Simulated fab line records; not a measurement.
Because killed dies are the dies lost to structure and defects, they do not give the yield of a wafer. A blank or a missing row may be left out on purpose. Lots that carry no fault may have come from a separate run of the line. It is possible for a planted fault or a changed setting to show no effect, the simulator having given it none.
Which tool is to blame? + flow gf180mcu + Sampling: 14 lots, 42 wafers, 4 of 602 route steps

## WHAT EACH GAUGE READ, for each wafer
GF_M2_OVL_MEAS_15. Usual: M2_OVL typically reads -2 nm, with standard deviation 5.5.
| lot  | measured     | on         | M2_OVL (nm) | flag |
|------|--------------|------------|-------------|------|
| L108 | day 19 04:34 | overlay-01 | 1 0 -6      |      |
| L109 | day 19 11:58 | overlay-02 | 4 -8 -4     |      |
| L111 | day 20 11:23 | overlay-02 | -7 -2 -12   |      |
| L113 | day 21 06:00 | overlay-01 | 4 -9 -6     |      |
| L114 | day 21 15:37 | overlay-01 | 4 2 -7      |      |
| L115 | day 21 20:40 | overlay-01 | 13 2 6      |      |
| L116 | day 22 08:39 | overlay-02 | 4 -8 -7     |      |
| L117 | day 22 12:01 | overlay-01 | -1 -4 4     |      |
| L118 | day 23 01:11 | overlay-02 | -7 -1 -7    |      |
| L119 | day 23 03:46 | overlay-02 | -7 -4 -4    |      |
| L120 | day 24 01:05 | overlay-02 | -3 1 -7     |      |
| L123 | day 24 23:01 | overlay-02 | -11 -5 -14  |      |
| L127 | day 26 05:58 | overlay-01 | -1 -8 -8    |      |
| L128 | day 26 08:01 | overlay-02 | 1 5 1       |      |

GF_M3_OVL_MEAS_15. Usual: M3_OVL typically reads -2 nm, with standard deviation 5.4.
| lot  | measured     | on         | M3_OVL (nm) | flag |
|------|--------------|------------|-------------|------|
| L108 | day 21 08:40 | overlay-01 | -1 0 8      |      |
| L109 | day 21 15:44 | overlay-02 | -4 -2 -3    |      |
| L111 | day 22 14:10 | overlay-01 | 3 8 11      |      |
| L113 | day 23 07:56 | overlay-01 | -6 3 -3     |      |
| L114 | day 23 16:16 | overlay-02 | -11 -9 0    |      |
| L115 | day 23 21:01 | overlay-01 | -3 0 -4     |      |
| L116 | day 24 08:53 | overlay-02 | -7 -1 1     |      |
| L117 | day 24 11:33 | overlay-02 | -16 -16 -10 |      |
| L118 | day 25 01:02 | overlay-01 | -2 -1 -2    |      |
| L119 | day 25 02:59 | overlay-01 | -8 -13 -1   |      |
| L120 | day 25 23:17 | overlay-01 | 1 -1 0      |      |
| L123 | day 26 20:28 | overlay-02 | 3 5 1       |      |
| L127 | day 28 01:29 | overlay-01 | -2 -6 -10   |      |
| L128 | day 28 03:22 | overlay-02 | -6 -5 0     |      |

## WHICH TOOL RAN EACH LOT (tool, then ch and the chambers of the sampled wafers, then the start)
| lot  | GF_POLY_GATE_DEVELOP_09           | GF_V2_STRIP_18                       |
|------|-----------------------------------|--------------------------------------|
| L108 | litho_track-01 ch 0, day 9 06:19  | plasma_asher-02 ch 0,1, day 20 06:56 |
| L109 | litho_track-03 ch 0, day 9 11:59  | plasma_asher-03 ch 0,1, day 20 14:11 |
| L111 | litho_track-02 ch 0, day 10 01:07 | plasma_asher-04 ch 0,1, day 21 12:38 |
| L113 | litho_track-01 ch 0, day 10 18:41 | plasma_asher-02 ch 0,1, day 22 07:08 |
| L114 | litho_track-02 ch 0, day 11 02:00 | plasma_asher-04 ch 0,1, day 22 16:00 |
| L115 | litho_track-03 ch 0, day 11 06:20 | plasma_asher-02 ch 0,1, day 22 21:02 |
| L116 | litho_track-01 ch 0, day 11 16:34 | plasma_asher-04 ch 0,1, day 23 09:02 |
| L117 | litho_track-03 ch 0, day 11 19:44 | plasma_asher-03 ch 0,1, day 23 12:17 |
| L118 | litho_track-02 ch 0, day 12 06:43 | plasma_asher-03 ch 0,1, day 24 01:51 |
| L119 | litho_track-02 ch 0, day 12 09:27 | plasma_asher-02 ch 0,1, day 24 03:34 |
| L120 | litho_track-03 ch 0, day 13 00:34 | plasma_asher-04 ch 0,1, day 25 00:41 |
| L123 | litho_track-01 ch 0, day 13 16:52 | plasma_asher-04 ch 1, day 25 21:44   |
| L127 | litho_track-03 ch 0, day 15 00:42 | plasma_asher-03 ch 0, day 27 04:03   |
| L128 | litho_track-03 ch 0, day 15 07:41 | plasma_asher-04 ch 0,1, day 27 05:47 |
- GF_POLY_GATE_DEVELOP_09: develop time 60 s.
- GF_V2_STRIP_18: strips in O2/N2.

## AS READ BY THE TOOLS THEMSELVES (means over the sampled wafers that have a number; for cases with no such wafer, the mark the record gives instead)
GF_POLY_GATE_DEVELOP_09. Usual: developer_temp_C at 21.01 C, with a standard deviation of 0.1.
| lot  | tool           | developer_temp_C (C) | flag |
|------|----------------|----------------------|------|
| L108 | litho_track-01 | 21.08                |      |
| L109 | litho_track-03 | 20.87                |      |
| L111 | litho_track-02 | 20.98                |      |
| L113 | litho_track-01 | 21.07                |      |
| L114 | litho_track-02 | 20.80                |      |
| L115 | litho_track-03 | 21.13                |      |
| L116 | litho_track-01 | 21.11                |      |
| L117 | litho_track-03 | 21.01                |      |
| L118 | litho_track-02 | 21.08                |      |
| L119 | litho_track-02 | 20.98                |      |
| L120 | litho_track-03 | 21.01                |      |
| L123 | litho_track-01 | 20.97                |      |
| L127 | litho_track-03 | 21.89                | OFF  |
| L128 | litho_track-03 | 21.85                | OFF  |

GF_V2_STRIP_18. Usual: drypump_motor_current_A 5.6 A, standard deviation 0.49; heater_power_w 314 W, standard deviation 24; oes_product_au 0.593 a.u., standard deviation 0.0051.
| lot  | tool            | drypump_motor_current_A (A) | heater_power_w (W) | oes_product_au (a.u.) | flag |
|------|-----------------|-----------------------------|--------------------|-----------------------|------|
| L108 | plasma_asher-02 | 5.9                         | 322                | 0.594                 |      |
| L109 | plasma_asher-03 | 6.3                         | 339                | 0.595                 |      |
| L111 | plasma_asher-04 | 5.2                         | 292                | 0.590                 |      |
| L113 | plasma_asher-02 | 5.9                         | 330                | 0.592                 |      |
| L114 | plasma_asher-04 | 5.2                         | 291                | 0.594                 |      |
| L115 | plasma_asher-02 | 6.0                         | 327                | 0.589                 |      |
| L116 | plasma_asher-04 | 5.2                         | 293                | 0.590                 |      |
| L117 | plasma_asher-03 | 5.9                         | 326                | 0.597                 |      |
| L118 | plasma_asher-03 | 6.2                         | 343                | 0.595                 |      |
| L119 | plasma_asher-02 | 5.9                         | 333                | 0.590                 |      |
| L120 | plasma_asher-04 | 5.2                         | 292                | 0.597                 |      |
| L123 | plasma_asher-04 | 5.1                         | 292                | 0.596                 |      |
| L127 | plasma_asher-03 | 5.4                         | 301                | 0.595                 |      |
| L128 | plasma_asher-04 | 5.2                         | 296                | 0.596                 |      |

## THE ANSWER, worked out from the rows above alone
Rule: a lot is off if the mean of its wafers that have a number lies more than 3 standard deviations from the usual mean. Also off: a lot with no number at a reading for which 4 or more lots have one. The other lots that the step has rows for count as sound. The gauges are gone through in route order, then the tools' own readings, and for those a lot's mean is taken as printed above. The first step at which some lot is off is used, and at that step the reading that is off furthest; a lot without a number counts as furthest.
Off at GF_POLY_GATE_DEVELOP_09 (developer_temp_C): L127, L128.
If a tool, at that step or one of the process steps before it, ran each lot that is off and ran no sound lot following the first of them, it fits. One fits: litho_track-03 at GF_POLY_GATE_DEVELOP_09. A fault onset in the window from L120 (day 13 00:34, its last sound lot) to L127 (day 15 00:42, its first lot off) fits.
The tool's own readings at GF_POLY_GATE_DEVELOP_09 bear it out: on the lots that are off they differ by more than 5 times the standard deviation of the sound lots' means. developer_temp_C reads 21.87 C there against 21.01 C on the sound lots.

## WHAT THE SIMULATOR PUT IN
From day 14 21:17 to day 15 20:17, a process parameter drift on litho_track-03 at GF_POLY_GATE_DEVELOP_09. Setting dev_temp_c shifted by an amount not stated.
Lots struck among those shown: L127, L128. The rule given above showed the same thing.
